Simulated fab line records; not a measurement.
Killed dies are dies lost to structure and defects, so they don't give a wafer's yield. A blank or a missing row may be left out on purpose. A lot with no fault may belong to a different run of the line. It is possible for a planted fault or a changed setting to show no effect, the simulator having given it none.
fab line records | flow sfqLine | part 1 of 2: steps 1 to 23 of 34
record: lots: 5 wafers: 15 lastDay: 87
route steps=325 shown M2@93 I2@103 M3@118
lots that met no fault: from a run of the same line without faults
startH: hours from the record's opening day to when the first of the lot's shown wafers began | waitH: time in hours since the lot's previous step | " same as the row above | L1.1+2: several wafers, shown together as one row | - no value, or no start was given | * or withheld: withheld | < > ~ a bound
route shown NAME@n: NAME is a module with steps in the file, n the number in the route of the first one | usual: mean and standard deviation over wafers with no fault | same: alike in all rows | chamber/n: place in a boat | sites: per-site readings | _std_site: standard deviation of those values | _edge_site: outer sites' mean less inner sites' | radiusMm: for every site, how far away it sits from the centre of the wafer | mask NAME#n: copy n | behind: the most recent tool/chamber to have shaped the wafer | hold: why the lot was held/for how many hours/how that ended | device: which transistor (n, p or np) failed to switch | end of line: at the end of the route, the tests of the same wafers | a step without rows: its recipe alone | killed: at the first sort, the dies lost to defects and structure; wafer yield is something else | map: shows each die of a wafer: x if killed, . if not, _ if none is there
set.NAME: the setting that was run; set.NAME@STEP: the one run at that earlier step | model.NAME: the simulator's own value behind a step, which no gauge read
lots seen at some steps along the route; tables by step, rows by wafer
services: when a tool's chamber went out of use (startH, in hours from the record's first day, below 0 if earlier), for how many hours, and the reason
== steps ==
step: SFQ_TRILAYER_M2_LITHO_COAT_057
recipe: resist: KrF spinRpm: 3000 resistThkNm: 600
usual: chillPlateTempC: 23.01/0.11
columns lot.wafer tool chamber startH waitH chillPlateTempC
L076.2 lithoTrack-02 0 410.46 0.2 22.98
L076.5 " 0 " " 23.06
L076.6 " 0 " " 23.02
L087.2 lithoTrack-01 0 498.05 0.2 23.20
L087.5 " 0 " " 23.08
L087.6 " 0 " " 23.11
L093.1 lithoTrack-04 0 528.00 0.2 22.94
L093.2 " 0 " " 23.06
L093.5 " 0 " " 23.04
L094.2 lithoTrack-01 0 534.05 0.2 23.01
L094.3 " 0 " " 23.00
L094.6 " 0 " " 22.94
L097.4 lithoTrack-04 0 549.55 0.2 23.13
L097.5 " 0 " " 22.92
L097.6 " 0 " " 22.97
step: SFQ_TRILAYER_M2_LITHO_SOFTBAKE_061
recipe: tempC: withheld timeS: withheld resist: KrF
usual: chillPlateTempC: *
columns lot.wafer tool chamber startH waitH chillPlateTempC
L076.2 lithoTrack-02 0 410.73 0.2 *
L076.5 " 0 " " *
L076.6 " 0 " " *
L087.2 lithoTrack-01 0 498.33 0.2 *
L087.5 " 0 " " *
L087.6 " 0 " " *
L093.1 lithoTrack-04 0 528.30 0.2 *
L093.2 " 0 " " *
L093.5 " 0 " " *
L094.2 lithoTrack-01 0 534.33 0.2 *
L094.3 " 0 " " *
L094.6 " 0 " " *
L097.4 lithoTrack-04 0 549.78 0.2 *
L097.5 " 0 " " *
L097.6 " 0 " " *
step: SFQ_TRILAYER_M2_LITHO_EXPOSE_058
recipe: maskId: M2 na: 0.6 sourceShape: conventional sigmaOuter: 0.65 targetCdNm: 500 doseMj: 14.4
columns lot.wafer tool chamber startH waitH mask
L076.2+5+6 krfScanner-01 0 537.98 - M2#0
L087.2+5+6 krfScanner-01 0 579.98 - M2#0
L093.1+2+5 krfScanner-01 0 586.98 - M2#0
L094.2+3+6 krfScanner-01 0 588.38 - M2#0
L097.4+5+6 krfScanner-01 0 592.38 - M2#0
step: SFQ_TRILAYER_M2_LITHO_PEB_060
recipe: pebTempC: 115 pebTimeS: 60 resist: KrF
usual: chillPlateTempC: 23.00/0.11
columns lot.wafer tool chamber startH waitH chillPlateTempC
L076.2 lithoTrack-02 0 539.01 0.8 22.94
L076.5 " 0 " " 23.03
L076.6 " 0 " " 22.96
L087.2 lithoTrack-02 0 581.01 0.8 22.97
L087.5 " 0 " " 23.14
L087.6 " 0 " " 23.01
L093.1 lithoTrack-02 0 588.18 1.0 23.06
L093.2 " 0 " " 22.88
L093.5 " 0 " " 23.04
L094.2 lithoTrack-04 0 589.41 0.8 22.84
L094.3 " 0 " " 23.10
L094.6 " 0 " " 22.89
L097.4 lithoTrack-02 0 593.06 0.5 23.03
L097.5 " 0 " " 23.24
L097.6 " 0 " " 23.02
step: SFQ_TRILAYER_M2_LITHO_DEVELOP_059
recipe: timeS: 60 resist: KrF
usual: chillPlateTempC: 23.00/0.11
columns lot.wafer tool chamber startH waitH chillPlateTempC
L076.2 lithoTrack-02 0 539.16 0.1 22.65
L076.5 " 0 " " 22.81
L076.6 " 0 " " 22.95
L087.2 lithoTrack-02 0 581.16 0.1 22.96
L087.5 " 0 " " 23.04
L087.6 " 0 " " 22.96
L093.1 lithoTrack-02 0 588.33 0.1 23.12
L093.2 " 0 " " 23.08
L093.5 " 0 " " 23.07
L094.2 lithoTrack-04 0 589.56 0.1 22.82
L094.3 " 0 " " 22.82
L094.6 " 0 " " 23.03
L097.4 lithoTrack-02 0 593.21 0.1 22.91
L097.5 " 0 " " 22.95
L097.6 " 0 " " 22.99
step: SFQ_M2_OVL_MEAS_916
usual: M2_OVL: -4/6.3
columns lot.wafer tool chamber startH waitH M2_OVL[nm]
L076.2 overlay-01 - 539.29 0.1 -5
L076.5 " - " " -4
L076.6 " - " " 3
L087.2 overlay-02 - 581.29 0.1 -7
L087.5 " - " " 4
L087.6 " - " " -11
L093.1 overlay-02 - 588.48 0.1 0
L093.2 " - " " 4
L093.5 " - " " -3
L094.2 overlay-02 - 589.69 0.1 -3
L094.3 " - " " 0
L094.6 " - " " -8
L097.4 overlay-02 - 593.30 0.1 -7
L097.5 " - " " -10
L097.6 " - " " 2
step: SFQ_TRILAYER_M2_BARC_OPEN_METAL_ETCH_077
recipe: maskMaterial: PR chemistry: O2 targetDepthNm: 125 target: BARC icpW: 600 biasW: 80 pressureMtorr: 10 timeS: 41.7
usual: drypumpMotorCurrentA: 5.4/0.48 heBacksideLeakSccm: 3.5/0.3 oesProductAu: 0.685/0.0047
columns lot.wafer tool chamber startH waitH drypumpMotorCurrentA heBacksideLeakSccm oesProductAu rfHoursCounterH
L076.2 rieMetal-04 0 539.32 0.0 4.9 3.6 0.690 159
L076.5 " 1 " " 5.4 3.6 0.686 -
L076.6 " 0 " " 4.9 3.4 0.688 -
L087.2 rieMetal-01 0 581.32 0.0 5.3 3.2 0.690 159
L087.5 " 0 " " 5.3 3.5 0.690 -
L087.6 " 1 " " 5.4 3.4 0.689 -
L093.1 rieMetal-04 1 588.52 0.0 5.5 3.6 0.683 94
L093.2 " 0 " " 4.9 3.7 0.679 169
L093.5 " 1 " " 5.5 3.6 0.685 -
L094.2 rieMetal-03 1 589.72 0.0 6.4 3.3 0.685 59
L094.3 " 1 " " 6.4 3.5 0.684 -
L094.6 " 1 " " 6.4 3.4 0.685 -
L097.4 rieMetal-01 0 593.34 0.0 5.3 3.1 0.684 -
L097.5 " 0 " " 5.4 3.2 0.683 -
L097.6 " 1 " " 5.4 3.4 0.683 -
step: SFQ_TRILAYER_M2_ETCH_METAL_ETCH_060
recipe: target: Nb stopOn: SiO2 maskMaterial: PR chemistry: Cl2/Ar targetDepthNm: 240 icpW: 600 biasW: 80 pressureMtorr: 10 timeS: 120
usual: drypumpMotorCurrentA: 5.4/0.48 heBacksideLeakSccm: 3.5/0.39 oesProductAu: 0.893/0.0055
columns lot.wafer tool chamber startH waitH drypumpMotorCurrentA heBacksideLeakSccm oesProductAu rfHoursCounterH
L076.2 rieMetal-04 0 539.38 0.0 4.9 3.6 0.893 159
L076.5 " 1 " " 5.4 3.5 0.888 -
L076.6 " 0 " " 4.9 3.4 0.892 -
L087.2 rieMetal-01 0 581.38 0.0 5.4 3.1 0.904 159
L087.5 " 0 " " 5.4 3.5 0.896 -
L087.6 " 1 " " 5.4 3.5 0.895 -
L093.1 rieMetal-04 1 588.58 0.0 5.4 3.6 0.891 94
L093.2 " 0 " " 4.9 3.5 0.882 169
L093.5 " 1 " " 5.5 3.5 0.902 -
L094.2 rieMetal-03 1 589.78 0.0 6.4 3.3 0.895 59
L094.3 " 1 " " 6.4 3.2 0.898 -
L094.6 " 1 " " 6.4 3.4 0.894 -
L097.4 rieMetal-01 0 593.42 0.1 5.4 3.5 0.887 -
L097.5 " 0 " " 5.3 3.6 0.891 -
L097.6 " 1 " " 5.4 3.5 0.894 -
step: SFQ_TRILAYER_M2_STRIP_STRIP_061
recipe: gas: O2 powerW: 200 platenTempC: 40 overashFraction: 0.65 chemistry: O2 pressureMtorr: 50
usual: drypumpMotorCurrentA: 5.4/0.48 heBacksideLeakSccm: 3.49/0.27 oesProductAu: 0.999/0.0066
columns lot.wafer tool chamber startH waitH drypumpMotorCurrentA heBacksideLeakSccm oesProductAu rfHoursCounterH
L076.2 rieMetal-04 0 539.50 0.1 4.9 3.54 0.989 159
L076.5 " 1 " " 5.5 3.72 0.993 -
L076.6 " 0 " " 4.9 3.39 1.013 -
L087.2 rieMetal-01 0 581.50 0.1 5.4 5.10 0.993 159
L087.5 " 0 " " 5.4 3.67 0.993 -
L087.6 " 1 " " 5.4 3.43 1.008 -
L093.1 rieMetal-04 1 588.70 0.1 5.5 3.68 1.004 95
L093.2 " 0 " " 4.9 3.49 0.989 169
L093.5 " 1 " " 5.5 3.72 1.002 -
L094.2 rieMetal-03 1 589.90 0.1 6.4 3.41 1.002 59
L094.3 " 1 " " 6.4 3.44 1.004 -
L094.6 " 1 " " 6.4 3.34 0.999 -
L097.4 rieMetal-01 0 593.70 0.2 5.3 3.25 0.994 -
L097.5 " 0 " " 5.3 3.23 1.000 -
L097.6 " 1 " " 5.4 3.52 1.005 -
step: SFQ_TRILAYER_M2_STRIP_SOLV_CLEAN_062
recipe: chemistry: NMP tempC: 70 timeS: 600
usual: tempC: 70.01/0.12
columns lot.wafer tool chamber startH waitH tempC
L076.2 wetBench-01 6 540.10 0.4 70.20
L076.5 " 2 " " 70.10
L076.6 " 5 " " 69.83
L087.2 wetBench-03 5 582.10 0.4 69.91
L087.5 " 0 " " 70.06
L087.6 " 7 " " 70.00
L093.1 wetBench-03 6 589.30 0.4 69.93
L093.2 " 2 " " 70.09
L093.5 " 1 " " 70.08
L094.2 wetBench-02 6 590.50 0.4 70.08
L094.3 " 7 " " 69.93
L094.6 " 5 " " 69.97
L097.4 wetBench-01 3 594.10 0.2 70.05
L097.5 " 1 " " 70.01
L097.6 " 0 " " 70.11
step: SFQ_TRILAYER_I2_DEP_PECVD_063
recipe: material: SiO2 tempC: 150 timeS: 111.11 pressureTorr: 2.4 rfW: 183.3 precursor: SiH4/N2O targetThkNm: 500
usual: heaterPowerW: 87/16 throttleValvePct: 23.9/1.3
columns lot.wafer tool chamber startH waitH heaterPowerW throttleValvePct
L076.2 pecvd-01 2 540.28 0.0 68 24.6
L076.5 " 0 " " 91 24.0
L076.6 " 2 " " 73 24.6
L087.2 pecvd-02 1 582.28 0.0 86 21.6
L087.5 " 2 " " 81 23.1
L087.6 " 1 " " 88 21.6
L093.1 pecvd-03 0 589.48 0.0 102 24.2
L093.2 " 2 " " 119 23.6
L093.5 " 0 " " 85 24.3
L094.2 pecvd-02 1 590.68 0.0 84 21.7
L094.3 " 2 " " 69 23.4
L094.6 " 0 " " 80 23.2
L097.4 pecvd-02 2 594.32 0.0 83 23.1
L097.5 " 0 " " 68 23.0
L097.6 " 1 " " 80 21.7
step: SFQ_TRILAYER_I2_CMP_CMP_064
recipe: material: SiO2 downForcePsi: 3 platenRpm: 60 padVelocityMS: 0.94248
usual: edgeZonePressureFrac: 1.000/0.005 motorCurrentA: 9.8/0.98 slurryFlowMlMin: 150.0/0.5 timeToEndpointS: 216/6
columns lot.wafer tool chamber startH waitH edgeZonePressureFrac motorCurrentA slurryFlowMlMin timeToEndpointS
L076.2 cmp-02 0 552.64 12.3 1.004 9.4 150.2 217
L076.5 " 3 554.14 13.8 0.997 11.7 149.8 216
L076.6 " 0 " " 1.000 9.9 150.2 221
L087.2 cmp-01 2 614.70 32.4 0.993 9.0 150.0 204
L087.6 " 1 616.20 33.8 0.999 9.5 150.2 212
L087.5 " 2 " " 0.999 8.7 150.0 223
L093.2 cmp-01 1 626.65 37.1 0.997 9.6 149.8 210
L093.1 " 2 " " 0.997 8.8 150.0 212
L093.5 " 2 629.15 39.6 1.002 9.2 149.9 225
L094.2 cmp-02 3 627.42 36.7 1.002 12.3 149.7 212
L094.3 " 0 " " 0.991 9.5 150.6 203
L094.6 " 3 629.42 38.7 1.001 11.5 150.2 215
L097.4 cmp-02 0 633.92 39.6 0.998 9.4 150.3 221
L097.5 " 3 635.42 41.1 1.007 12.2 149.3 225
L097.6 " 0 " " 0.994 9.4 150.2 210
step: SFQ_I2_BOW_MEAS_917
recipe: mode: bow
usual: I2_BOW: 2/8.7
columns lot.wafer tool chamber startH waitH I2_BOW[um]
L076.2 filmMetro-02 - 555.16 2.0 -1
L076.5 " - " " 0
L076.6 " - " " 1
L087.2 filmMetro-04 - 617.22 2.0 2
L087.5 " - " " -5
L087.6 " - " " 4
L093.1 filmMetro-03 - 629.65 2.0 -11
L093.2 " - " " 13
L093.5 " - " " 3
L094.2 filmMetro-04 - 630.44 2.5 6
L094.3 " - " " 16
L094.6 " - " " 0
L097.4 filmMetro-02 - 636.48 2.1 -5
L097.5 " - " " 0
L097.6 " - " " -7
step: SFQ_TRILAYER_I2_METRO_MEASURE_065
usual: thkNm: 200.0/0.84
columns lot.wafer tool chamber startH waitH thkNm
L076.2 filmMetro-02 - 555.46 0.3 200.0
L076.5 " - " " 199.4
L076.6 " - " " 199.2
L087.2 filmMetro-04 - 617.52 0.3 199.5
L087.5 " - " " 199.1
L087.6 " - " " 198.9
L093.1 filmMetro-03 - 629.77 0.1 201.0
L093.2 " - " " 199.0
L093.5 " - " " 199.6
L094.2 filmMetro-04 - 630.74 0.3 199.6
L094.3 " - " " 199.2
L094.6 " - " " 200.9
L097.4 filmMetro-02 - 637.14 0.6 200.7
L097.5 " - " " 201.7
L097.6 " - " " 199.8
step: SFQ_TRILAYER_I2_VIA_LITHO_COAT_072
recipe: resist: BARC spinRpm: 3000 resistThkNm: 62
usual: chillPlateTempC: 23.01/0.11
columns lot.wafer tool chamber startH waitH chillPlateTempC
L076.2 lithoTrack-02 0 556.51 0.8 22.96
L076.5 " 0 " " 23.24
L076.6 " 0 " " 22.93
L087.2 lithoTrack-02 0 618.57 0.8 23.15
L087.5 " 0 " " 22.92
L087.6 " 0 " " 23.05
L093.1 lithoTrack-02 0 630.97 1.0 22.91
L093.2 " 0 " " 22.97
L093.5 " 0 " " 23.02
L094.2 lithoTrack-03 0 631.79 0.8 23.09
L094.3 " 0 " " 23.08
L094.6 " 0 " " 23.22
L097.4 lithoTrack-03 0 637.89 0.6 23.19
L097.5 " 0 " " 23.02
L097.6 " 0 " " 23.04
step: SFQ_TRILAYER_I2_VIA_LITHO_COAT_067
recipe: resist: KrF spinRpm: 3000 resistThkNm: 650
usual: chillPlateTempC: 23.00/0.098
columns lot.wafer tool chamber startH waitH chillPlateTempC
L076.2 lithoTrack-02 0 556.81 0.2 22.96
L076.5 " 0 " " 22.87
L076.6 " 0 " " 22.71
L087.2 lithoTrack-02 0 618.87 0.2 23.08
L087.5 " 0 " " 22.85
L087.6 " 0 " " 23.00
L093.1 lithoTrack-02 0 631.27 0.2 23.05
L093.2 " 0 " " 23.03
L093.5 " 0 " " 23.10
L094.2 lithoTrack-03 0 632.09 0.2 23.11
L094.3 " 0 " " 22.90
L094.6 " 0 " " 22.85
L097.4 lithoTrack-03 0 638.19 0.2 23.07
L097.5 " 0 " " 22.93
L097.6 " 0 " " 23.09
step: SFQ_TRILAYER_I2_VIA_LITHO_SOFTBAKE_071
recipe: tempC: withheld timeS: withheld resist: KrF
usual: chillPlateTempC: *
columns lot.wafer tool chamber startH waitH chillPlateTempC
L076.2 lithoTrack-02 0 557.08 0.2 *
L076.5 " 0 " " *
L076.6 " 0 " " *
L087.2 lithoTrack-02 0 619.14 0.2 *
L087.5 " 0 " " *
L087.6 " 0 " " *
L093.1 lithoTrack-02 0 631.57 0.2 *
L093.2 " 0 " " *
L093.5 " 0 " " *
L094.2 lithoTrack-03 0 632.37 0.2 *
L094.3 " 0 " " *
L094.6 " 0 " " *
L097.4 lithoTrack-03 0 638.42 0.2 *
L097.5 " 0 " " *
L097.6 " 0 " " *
step: SFQ_TRILAYER_I2_VIA_LITHO_EXPOSE_068
recipe: maskId: I2 na: 0.6 sourceShape: conventional sigmaOuter: 0.65 targetCdNm: 500 doseMj: 21.3
columns lot.wafer tool chamber startH waitH mask
L076.2+5+6 krfScanner-02 0 563.34 - I2#0
L087.2+5+6 krfScanner-01 0 752.44 - I2#0
L093.1+2+5 krfScanner-01 0 765.44 - I2#0
L094.2+3+6 krfScanner-01 0 766.84 - I2#0
L097.4+5+6 krfScanner-01 0 779.24 - I2#0
step: SFQ_TRILAYER_I2_VIA_LITHO_PEB_070
recipe: pebTempC: 115 pebTimeS: 60 resist: KrF
usual: chillPlateTempC: 23.00/0.1
columns lot.wafer tool chamber startH waitH chillPlateTempC
L076.2 lithoTrack-04 0 564.36 0.8 23.10
L076.5 " 0 " " 23.01
L076.6 " 0 " " 23.22
L087.2 lithoTrack-03 0 753.46 0.8 22.86
L087.5 " 0 " " 22.96
L087.6 " 0 " " 22.91
L093.1 lithoTrack-02 0 766.64 1.0 23.10
L093.2 " 0 " " 23.16
L093.5 " 0 " " 23.04
L094.2 lithoTrack-04 0 767.86 0.8 22.96
L094.3 " 0 " " 23.07
L094.6 " 0 " " 23.16
L097.4 lithoTrack-02 0 779.91 0.5 23.14
L097.5 " 0 " " 22.97
L097.6 " 0 " " 22.87
step: SFQ_TRILAYER_I2_VIA_LITHO_DEVELOP_069
recipe: timeS: 60 resist: KrF
usual: chillPlateTempC: 23.01/0.094
columns lot.wafer tool chamber startH waitH chillPlateTempC
L076.2 lithoTrack-04 0 564.51 0.1 22.94
L076.5 " 0 " " 22.91
L076.6 " 0 " " 23.04
L087.2 lithoTrack-03 0 753.61 0.1 23.03
L087.5 " 0 " " 23.16
L087.6 " 0 " " 22.98
L093.1 lithoTrack-02 0 766.79 0.1 23.04
L093.2 " 0 " " 23.08
L093.5 " 0 " " 22.96
L094.2 lithoTrack-04 0 768.01 0.1 22.76
L094.3 " 0 " " 22.98
L094.6 " 0 " " 22.94
L097.4 lithoTrack-02 0 780.06 0.1 22.97
L097.5 " 0 " " 22.92
L097.6 " 0 " " 22.92
step: SFQ_I2_OVL_MEAS_918
usual: I2_OVL: 1/6.3
columns lot.wafer tool chamber startH waitH I2_OVL[nm]
L076.2 overlay-01 - 564.64 0.1 8
L076.5 " - " " 8
L076.6 " - " " 13
L087.2 overlay-02 - 753.74 0.1 3
L087.5 " - " " 1
L087.6 " - " " 8
L093.1 overlay-01 - 766.94 0.1 -1
L093.2 " - " " 10
L093.5 " - " " -4
L094.2 overlay-02 - 768.14 0.1 0
L094.3 " - " " -1
L094.6 " - " " 3
L097.4 overlay-02 - 780.16 0.1 8
L097.5 " - " " 6
L097.6 " - " " 4
step: SFQ_TRILAYER_I2_VIA_BARC_OPEN_VIA_ETCH_096
recipe: maskMaterial: PR chemistry: O2 targetDepthNm: 125 target: BARC sourceW: 500 biasW: 80 pressureMtorr: 30 timeS: 41.7
usual: drypumpMotorCurrentA: 5.6/0.43 oesProductAu: 0.685/0.0044
columns lot.wafer tool chamber startH waitH drypumpMotorCurrentA oesProductAu rfHoursCounterH
L076.2 rieDiel-01 1 564.67 0.0 5.1 0.682 8
L076.5 " 0 " " 5.5 0.681 -
L076.6 " 1 " " 5.1 0.682 -
L087.2 rieDiel-02 0 753.77 0.0 5.8 0.675 52
L087.5 " 2 " " 6.0 0.684 -
L087.6 " 3 " " 5.6 0.682 -
L093.1 rieDiel-02 1 766.97 0.0 5.5 0.683 5
L093.2 " 2 " " 6.0 0.686 30
L093.5 " 3 " " 5.6 0.679 -
L094.2 rieDiel-01 2 768.17 0.0 6.0 0.678 50
L094.3 " 0 " " 5.5 0.692 2
L094.6 " 0 " " 5.5 0.675 -
L097.4 rieDiel-02 2 780.17 0.0 6.0 0.681 30
L097.5 " 3 " " 5.5 0.683 -
L097.6 " 0 " " 5.8 0.692 -
step: SFQ_TRILAYER_I2_VIA_ETCH_VIA_ETCH_070
recipe: target: SiO2 stopOn: Nb maskMaterial: PR taperDeg: 20 chemistry: CHF3 targetDepthNm: 260 sourceW: 500 biasW: 80 pressureMtorr: 30 timeS: withheld
usual: drypumpMotorCurrentA: 5.6/0.43 oesProductAu: 0.855/0.0051
columns lot.wafer tool chamber startH waitH drypumpMotorCurrentA oesProductAu
L076.2 rieDiel-01 1 564.71 0.0 5.1 0.848
L076.5 " 0 " " 5.5 0.860
L076.6 " 1 " " 5.1 0.849
L087.2 rieDiel-02 0 753.81 0.0 5.8 0.856
L087.5 " 2 " " 6.0 0.861
L087.6 " 3 " " 5.6 0.846
L093.1 rieDiel-02 1 767.01 0.0 5.4 0.858
L093.2 " 2 " " 6.0 0.851
L093.5 " 3 " " 5.6 0.841
L094.2 rieDiel-01 2 768.21 0.0 6.0 0.853
L094.3 " 0 " " 5.5 0.855
L094.6 " 0 " " 5.5 0.868
L097.4 rieDiel-02 2 780.21 0.0 6.0 0.857
L097.5 " 3 " " 5.6 0.857
L097.6 " 0 " " 5.8 0.855
